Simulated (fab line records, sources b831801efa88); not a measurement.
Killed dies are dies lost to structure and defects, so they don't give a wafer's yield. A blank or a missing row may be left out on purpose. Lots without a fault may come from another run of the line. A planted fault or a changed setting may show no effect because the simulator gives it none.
fab line records | flow sky130
record lots=8 wafers=24 last_day=47
route steps=708 shown FIELD_ISO@18 VT_ADJUST_HVTP@96 VT_ADJUST_LVTN@105
lots that met no fault: from a run of the same line without faults
start_h: hours from the record's first day to the start of the lot's first wafer shown | wait_h: hours since the lot's step before | " the same as in the row above | L1.1+2: a row that stands for several wafers | - no value, or no start given | * or withheld: withheld | < > ~ a bound
route shown NAME@n: a module of which the file shows steps, and the number in the route of the first | usual: mean/standard deviation of fault-free wafers | same: alike in all rows | chamber/n: place in a boat | sites: the reading at each site | _std_site: their standard deviation | _edge_site: outer sites' mean less inner sites' | radius_mm: how far each site lies from the wafer's centre | mask NAME#n: copy n | behind: the tool/chamber that last shaped the wafer | hold: why the lot was held/for how many hours/how that ended | device: the transistor (n, p or np) that didn't switch | end of line: the same wafers' tests at the end of the route | a step without rows: its recipe alone | killed: dies lost to structure and defects at the first sort, not the wafer's yield | map: a wafer's dies, x killed, . not, _ none there
set.NAME: the setting as run; set.NAME@STEP: as run at that earlier step | model.NAME: the simulator's own value behind a step, which no gauge read
steps of the route over a sample of lots; a table a step, a row a wafer
services: from which hour (start_h, from the record's first day; less than 0 if before it) a tool's chamber was out of use, for how many hours, and why
## steps
# step SKY_FIELD_ISO_ETCH_17
# recipe target_depth_a=3420 mask_material=Si3N4 chemistry=HBr/Cl2/O2 target=Si taper_deg=5 icp_w=600 bias_w=150 pressure_mtorr=15 HBr_flow_sccm=150 Cl2_flow_sccm=40 O2_flow_sccm=6 time_s=97.7
# usual chamber_pressure_mTorr=15.002/0.015 drypump_motor_current_A=5.7/0.5 he_backside_leak_sccm=2.86/0.17 oes_product_au=0.998/0.0097 throttle_valve_pct=25.657/0.01
# columns lot.wafer tool chamber start_h wait_h chamber_pressure_mTorr drypump_motor_current_A he_backside_leak_sccm oes_product_au rf_hours_counter_h throttle_valve_pct
L842.2 rie_si-01 0 30.72 0.1 14.986 5.4 3.10 0.994 67 25.648
L842.4 " 1 " " 15.004 6.3 2.69 0.998 102 25.641
L842.5 " 3 " " 15.012 5.9 2.57 0.999 - 25.656
L843.1 rie_si-02 0 35.33 0.1 15.014 5.3 2.82 0.982 6 25.662
L843.4 " 2 " " 14.992 5.6 2.86 1.007 3 25.642
L843.6 " 3 " " 14.998 5.0 2.89 0.998 - 25.660
L844.3 rie_si-01 1 40.98 0.0 14.988 6.3 2.95 0.997 102 25.660
L844.4 " 0 " " 15.024 5.4 3.07 0.997 68 25.651
L844.5 " 1 " " 15.004 6.3 2.83 0.996 - 25.656
L845.1 rie_si-02 2 45.48 0.1 14.984 5.6 2.96 1.025 3 25.646
L845.4 " 1 " " 14.984 5.8 2.83 0.996 1 25.649
L845.5 " 0 " " 15.007 5.3 2.88 0.990 - 25.653
L846.4 rie_si-01 0 49.28 0.0 14.997 5.4 3.02 0.999 68 25.666
L846.5 " 1 " " 15.019 6.3 2.87 1.002 - 25.653
L846.6 " 0 " " 15.000 5.4 3.17 0.994 - 25.664
L847.2 rie_si-02 2 59.00 0.1 15.001 5.6 2.87 1.007 3 25.635
L847.4 " 3 " " 15.001 5.0 3.05 0.998 3 25.652
L847.6 " 3 " " 14.978 5.0 2.90 0.986 - 25.663
L848.1 rie_si-02 0 62.23 0.1 14.997 5.3 3.00 1.011 7 25.654
L848.5 " 3 " " 14.988 5.0 2.98 0.998 - 25.665
L848.6 " 2 " " 14.973 5.6 3.07 1.025 - 25.647
L849.1 rie_si-01 1 64.95 0.1 14.997 6.3 2.91 0.989 103 25.661
L849.2 " 0 " " 15.004 5.4 2.93 0.996 68 25.658
L849.5 " 1 " " 15.017 6.3 2.94 0.987 - 25.668
# step SKY_VT_ADJUST_HVTP_TW_MEAS_11
# usual VT_ADJUST_HVTP_TW=1351/11
# columns lot.wafer tool chamber start_h wait_h VT_ADJUST_HVTP_TW
L842.2 film_metro-04 - 121.07 0.1 1338
L842.4 " - " " 1343
L842.5 " - " " 1352
L843.1 film_metro-04 - 130.84 0.1 1340
L843.4 " - " " 1344
L843.6 " - " " 1337
L844.3 film_metro-01 - 136.08 0.1 1355
L844.4 " - " " 1353
L844.5 " - " " 1360
L845.1 film_metro-03 - 142.09 0.1 1371
L845.4 " - " " 1360
L845.5 " - " " 1365
L846.4 film_metro-04 - 150.24 0.1 1345
L846.5 " - " " 1347
L846.6 " - " " 1347
L847.2 film_metro-01 - 162.35 0.1 1354
L847.4 " - " " 1358
L847.6 " - " " 1354
L848.1 film_metro-01 - 165.36 0.1 1359
L848.5 " - " " 1352
L848.6 " - " " 1347
L849.1 film_metro-04 - 166.96 0.1 1344
L849.2 " - " " 1347
L849.5 " - " " 1340
# step SKY_VT_ADJUST_LVTN_IMPLANT_08
# recipe species=B energy_kev=30 dose_cm2=1.57e+12 tilt_deg=withheld
# usual implant_ion_amu=11/0
# columns lot.wafer tool chamber start_h wait_h implant_ion_amu
L842.2 implanter-01 0 140.97 0.0 11
L842.4 " 0 " " 11
L842.5 " 0 " " 11
L843.1 implanter-01 0 151.05 0.0 11
L843.4 " 0 " " 11
L843.6 " 0 " " 11
L844.3 implanter-03 0 155.69 0.1 11
L844.4 " 0 " " 11
L844.5 " 0 " " 11
L845.1 implanter-04 0 162.10 0.0 11
L845.4 " 0 " " 11
L845.5 " 0 " " 11
L846.4 implanter-03 0 170.62 0.1 31
L846.5 " 0 " " 31
L846.6 " 0 " " 31
L847.2 implanter-03 0 183.02 0.0 31
L847.4 " 0 " " 31
L847.6 " 0 " " 31
L848.1 implanter-03 0 186.69 0.0 31
L848.5 " 0 " " 31
L848.6 " 0 " " 31
L849.1 implanter-04 0 188.64 0.0 31
L849.2 " 0 " " 31
L849.5 " 0 " " 31
# step SKY_VT_ADJUST_LVTN_TW_MEAS_10
# usual VT_ADJUST_LVTN_TW=240.4/2.1
# columns lot.wafer tool chamber start_h wait_h VT_ADJUST_LVTN_TW
L842.2 film_metro-04 - 141.20 0.1 239.9
L842.4 " - " " 239.7
L842.5 " - " " 239.9
L843.1 film_metro-04 - 151.30 0.1 239.4
L843.4 " - " " 239.5
L843.6 " - " " 240.2
L844.3 film_metro-04 - 155.91 0.1 241.5
L844.4 " - " " 239.0
L844.5 " - " " 238.8
L845.1 film_metro-02 - 162.35 0.1 240.8
L845.4 " - " " 240.9
L845.5 " - " " 240.2
L846.4 film_metro-04 - 170.83 0.1 467.6
L846.5 " - " " 469.1
L846.6 " - " " 465.8
L847.2 film_metro-03 - 183.25 0.1 474.1
L847.4 " - " " 476.4
L847.6 " - " " 479.7
L848.1 film_metro-04 - 186.94 0.1 466.6
L848.5 " - " " 466.8
L848.6 " - " " 466.2
L849.1 film_metro-04 - 188.89 0.1 467.0
L849.2 " - " " 464.4
L849.5 " - " " 465.4
# step SKY_VT_ADJUST_LVTN_STRIP_20
# recipe chemistry=O2/N2 power_w=1400 pressure_mtorr=1500 platen_temp_c=withheld o2_flow_sccm=3000 n2_flow_sccm=300 overash_fraction=0.5
# usual chamber_pressure_mTorr=1500/4.2 drypump_motor_current_A=5.64/0.28 n2_flow_sccm=299.8/0.94 oes_product_au=0.715/0.0046 strip_time_to_endpoint_s=14.16/0.045
# columns lot.wafer tool chamber start_h wait_h chamber_pressure_mTorr drypump_motor_current_A n2_flow_sccm oes_product_au rf_hours_counter_h strip_time_to_endpoint_s
L842.2 plasma_asher-04 1 161.30 0.1 1503 5.89 299.9 0.713 47 14.09
L842.4 " 1 " " 1501 5.89 300.8 0.714 - 14.06
L842.5 " 1 " " 1501 5.94 299.2 0.720 - 14.14
L843.1 plasma_asher-02 1 171.80 0.1 1499 5.50 299.3 0.710 5 14.12
L843.4 " 0 " " 1499 5.57 299.9 0.723 - 14.14
L843.6 " 0 " " 1500 5.55 298.6 0.722 - 14.14
L844.3 plasma_asher-04 1 176.52 0.1 1499 5.90 300.2 0.702 - 14.23
L844.4 " 0 " " 1500 5.61 299.5 0.713 - 14.23
L844.5 " 0 " " 1502 5.62 300.9 0.717 - 14.25
L845.1 plasma_asher-03 1 183.44 0.1 1500 6.00 300.5 0.711 50 14.16
L845.4 " 1 " " 1501 6.01 299.7 0.721 - 14.13
L845.5 " 1 " " 1498 6.01 300.4 0.712 - 14.19
L846.4 plasma_asher-04 1 191.83 0.1 1503 5.94 299.9 0.719 - 14.17
L846.5 " 0 " " 1501 5.64 299.9 0.717 - 14.16
L846.6 " 1 " " 1496 5.90 298.9 0.717 - 14.19
L847.2 plasma_asher-04 0 203.84 0.1 1501 5.62 300.0 0.721 51 14.13
L847.4 " 1 " " 1500 5.92 300.5 0.710 - 14.13
L847.6 " 0 " " 1500 5.64 300.3 0.709 - 14.12
L848.1 plasma_asher-04 0 207.35 0.1 1502 5.63 300.8 0.716 51 14.12
L848.5 " 0 " " 1501 5.63 299.2 0.714 - 14.12
L848.6 " 1 " " 1500 5.95 300.3 0.710 - 14.12
L849.1 plasma_asher-03 1 210.54 0.1 1500 6.01 300.2 0.717 53 14.19
L849.2 " 0 " " 1502 5.12 300.6 0.714 53 14.20
L849.5 " 0 " " 1548 5.14 301.3 0.722 - 14.22
## services
# columns tool chamber start_h hours kind
rie_si-02 1 15.08 5.4 repair
rie_si-01 2 15.25 14.4 repair
plasma_asher-02 - 33.22 1.4 repair
plasma_asher-02 - 70.22 2.8 pm
implanter-03 - 79.38 14.1 pm
rie_si-01 0 85.37 3.8 repair
implanter-04 - 101.33 3.1 repair
rie_si-02 - 102.70 14.6 pm
plasma_asher-04 - 104.48 2.5 repair
implanter-03 - 108.62 3.4 pm
plasma_asher-02 - 108.75 9.0 pm
plasma_asher-02 0 108.75 9.0 vent_cycle
plasma_asher-02 1 108.75 9.0 vent_cycle
plasma_asher-02 0 117.75 - clean
plasma_asher-02 1 117.75 - clean
implanter-04 - 121.99 4.2 pm
plasma_asher-03 - 124.32 2.8 pm
implanter-03 - 159.20 4.5 repair
implanter-04 - 194.54 6.0 pm
rie_si-01 - 196.11 2.8 pm
implanter-03 - 198.47 3.7 repair
rie_si-02 - 199.87 0.3 repair
## key
first_sign step=SKY_VT_ADJUST_LVTN_IMPLANT_08 reading=implant_ion_amu direction=up sigmas=99+ usual=11 struck=31
effect step=SKY_VT_ADJUST_LVTN_TW_MEAS_10 reading=VT_ADJUST_LVTN_TW direction=up sigmas=99+ usual=240.4 struck=469.1
met_at SKY_VT_ADJUST_LVTN_IMPLANT_08
struck_lots L846,L847,L848,L849
sort_left_out L846.4,L846.5,L846.6,L847.2,L847.4,L847.6,L848.1,L848.5,L848.6,L849.1,L849.2,L849.5
tester_left_out L846,L847,L848,L849
not_acting_at SKY_FIELD_ISO_ETCH_17,SKY_VT_ADJUST_HVTP_TW_MEAS_11,SKY_VT_ADJUST_LVTN_STRIP_20
onset_between 162.10 170.62
fault kind=wrong_recipe_download tool=implanter-01,implanter-03,implanter-04 chamber=- onset_h=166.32 steps=SKY_VT_ADJUST_LVTN_IMPLANT_08 wrong_recipe.not_listed=1
# tester_left_out: of these lots the tester's yield and bins aren't shown, on N5 and GAA mostly nor the transistor test; their killed dies are dies lost to structure and defects alone, not to doping, threshold or leakage, so they don't give the yield
# sort_left_out: the simulated sort isn't trusted on such a fault, so these wafers' sort isn't shown, and their yield isn't known
